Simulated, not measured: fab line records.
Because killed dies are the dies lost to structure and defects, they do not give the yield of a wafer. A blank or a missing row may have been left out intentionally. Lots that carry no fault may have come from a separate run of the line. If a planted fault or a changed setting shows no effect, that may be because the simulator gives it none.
Which tool was responsible? / flow sky130 / 18 wafers from 6 lots sampled at 3 of the route's 708 steps

WHAT THE GAUGES SHOWED, per wafer
SKY_GATE_OXIDE_OVL_MEAS_10.
lot=L259; measured=day 14 11:28; on=overlay-01; GATE_OXIDE_OVL (nm)=-3.4 -1.8 -1.1
lot=L261; measured=day 15 05:26; on=overlay-01; GATE_OXIDE_OVL (nm)=-0.2 0.3 -1.3
lot=L264; measured=day 16 09:14; on=overlay-02; GATE_OXIDE_OVL (nm)=0.4 0.1 -1.6
lot=L266; measured=day 16 18:44; on=overlay-02; GATE_OXIDE_OVL (nm)=- - -
lot=L278; measured=day 21 12:06; on=overlay-02; GATE_OXIDE_OVL (nm)=-0.1 -0.6 1.1
lot=L280; measured=day 22 07:11; on=overlay-01; GATE_OXIDE_OVL (nm)=-1.2 -1.9 -1.3

WHICH TOOL RAN EACH LOT (tool, then ch and the chambers of the sampled wafers, then the start)
lot=L259; SKY_VT_ADJUST_NCORE_STRIP_10=plasma-asher-04 ch 0,1, day 9 02:03; SKY_GATE_OXIDE_EXPOSE_07=iline-stepper-01 ch 0, day 13 22:51
lot=L261; SKY_VT_ADJUST_NCORE_STRIP_10=plasma-asher-04 ch 0,1, day 9 17:52; SKY_GATE_OXIDE_EXPOSE_07=iline-stepper-01 ch 0, day 14 16:26
lot=L264; SKY_VT_ADJUST_NCORE_STRIP_10=plasma-asher-01 ch 0, day 10 17:56; SKY_GATE_OXIDE_EXPOSE_07=iline-stepper-01 ch 0, day 15 19:58
lot=L266; SKY_VT_ADJUST_NCORE_STRIP_10=plasma-asher-01 ch 0,1, day 11 01:31; SKY_GATE_OXIDE_EXPOSE_07=iline-stepper-02 ch 0, day 16 04:36
lot=L278; SKY_VT_ADJUST_NCORE_STRIP_10=plasma-asher-01 ch 1, day 14 23:56; SKY_GATE_OXIDE_EXPOSE_07=iline-stepper-02 ch 0, day 20 20:36
lot=L280; SKY_VT_ADJUST_NCORE_STRIP_10=plasma-asher-04 ch 0,1, day 15 18:17; SKY_GATE_OXIDE_EXPOSE_07=iline-stepper-02 ch 0, day 21 16:01
- SKY_VT_ADJUST_NCORE_STRIP_10: strips in O2/N2.
- SKY_GATE_OXIDE_EXPOSE_07: exposes mask LVOM, target cd 600 nm.

THE ANSWER, worked out from the rows above alone
Rule: what is usual is taken from the lots themselves. The widest of any qualifying gaps counts: lots, ordered by their means at a reading, are off when they make up no more than a third of the lots, leave a main group of 4 or more, and stand apart from it by 3 or more times the standard deviation of that group's means. The tables above print the reading to a certain number of digits; a main group whose means all agree to those digits is not used. A lot without any number at a reading at which 4 lots or more have one is off too. The other lots that the step has rows for count as sound.
Off: L266, seen at SKY_GATE_OXIDE_OVL_MEAS_10 (GATE_OXIDE_OVL). Without a number there: L266. The main group has a mean of -0.8 nm with a standard deviation of 0.82.
If a tool, at a process step before that reading, ran all the lots that are off and no sound lot after the first of them, it fits. Gauges at SKY_GATE_OXIDE_OVL_MEAS_10: tried the same way as those tools. None of those tried fits.

WHAT WAS PUT IN BY THE SIMULATOR
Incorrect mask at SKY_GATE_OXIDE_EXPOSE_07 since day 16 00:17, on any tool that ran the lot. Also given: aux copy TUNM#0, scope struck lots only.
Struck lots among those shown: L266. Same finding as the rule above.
